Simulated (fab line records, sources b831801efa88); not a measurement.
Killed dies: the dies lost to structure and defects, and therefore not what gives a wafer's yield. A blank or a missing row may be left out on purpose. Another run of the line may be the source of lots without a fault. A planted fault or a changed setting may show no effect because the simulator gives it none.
Problem report in the 8D (eight disciplines) form, filled by code | flow sky130 | the parts of the form that need people (team, actions taken, sign-off) are left out

== 1. THE PROBLEM ==
Mean of strip_time_to_endpoint_s at SKY_CAP2M_STRIP_14: 11.76 s across 9 wafers in 3 lots; on wafers with no fault it is 12.67 s (standard deviation 0.048). Relative to the usual mean, that is a shift of -19 standard deviations.
The step: strips in O2/N2.
First observed at day 45 08:45: wafer L597.1, on plasma_asher-04. Wafers with a number at this step in the record: 45, from 15 lots. By rule, "out" or "out of limits" means more than 4 standard deviations away from the usual mean. Any other wafer with a number is counted as sound.

== 2. WHAT IT IS; WHAT IT IS NOT ==
question                    | is                                                | is not
which readings at this step | strip_time_to_endpoint_s                          | drypump_motor_current_A
which lots                  | L597, L598, L599                                  | L582, L583, L585, L586, L589, L592, L593, L596, L600, L601, L602, L605
which wafers of those lots  | all that have a number                            | -
read on which tools         | plasma_asher-01, plasma_asher-02, plasma_asher-04 | -
when                        | from day 45 08:45                                 | up to then (24 sound wafers); but 12 sound wafers of L600, L601, L602, L605 came after

== 3. THE SUSPECTS, EACH WITH WHAT RULES IT OUT ==
Counting: any tool at a process step up to the reading is kept as a suspect provided that every lot that is out went through it and no sound lot did after the first of them.
- rie_metal-04 at SKY_CAP2M_METAL_ETCH_13 (etches TiN in Cl2/BCl3, stops on SiO2, target depth 220 nm, time 62.9 s): kept. Every lot that is out went through it, starting with L597 (day 45 08:40), and after that it ran no sound lot; the last sound lot it ran before then is L593 (day 44 09:40).
Left after counting: rie_metal-04 at SKY_CAP2M_METAL_ETCH_13.

== 4. THE CAUSE (what the simulator had put in) ==
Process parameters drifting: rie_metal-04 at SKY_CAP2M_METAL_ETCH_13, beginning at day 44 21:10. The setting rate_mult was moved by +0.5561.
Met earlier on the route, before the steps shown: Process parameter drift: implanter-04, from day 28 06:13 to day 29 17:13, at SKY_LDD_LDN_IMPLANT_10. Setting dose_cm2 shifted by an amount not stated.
This tool alone remained once counting was done.

== 5. THE EFFECT CHAIN, in route order ==
Rows list readings where the struck wafers' mean (over those with a number) sits beyond 3 standard deviations from the usual. Scope: only readings with a usual standard deviation given in the record; hours: median across lots of the time from each lot's start at the first step in this table that gives one to its start at this step; sigmas: change in usual standard deviations.
hours | step               | reading                  | usual      | on struck wafers | change | sigmas
0     | SKY_CAP2M_STRIP_14 | strip_time_to_endpoint_s | 12.67 s    | 11.76            | -0.91  | -19
22    | SKY_METAL4_ETCH_17 | oes_product_au           | 0.755 a.u. | 0.462            | -0.293 | -41
It contains these process steps:
- SKY_CAP2M_STRIP_14: strips in O2/N2.
- SKY_METAL4_ETCH_17: etches SiO2 in C4F8/O2/Ar, stops on TiN, time 3.9 s, target depth 15 nm.

== 6. WHAT WOULD HAVE CAUGHT IT SOONER ==
In this record the first reading out of limits was taken at day 45 08:45, 12 hours after the fault began at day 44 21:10.
No tool reading at SKY_CAP2M_METAL_ETCH_13 that has a usual standard deviation in the record was out on any struck wafer, so an alarm limit of 4 standard deviations on those readings would not have fired.
Of the lots that are out (3), L598, L599 began SKY_CAP2M_METAL_ETCH_13 on rie_metal-04 after day 45 08:45. A hold on the tool at that time would have spared those 2.
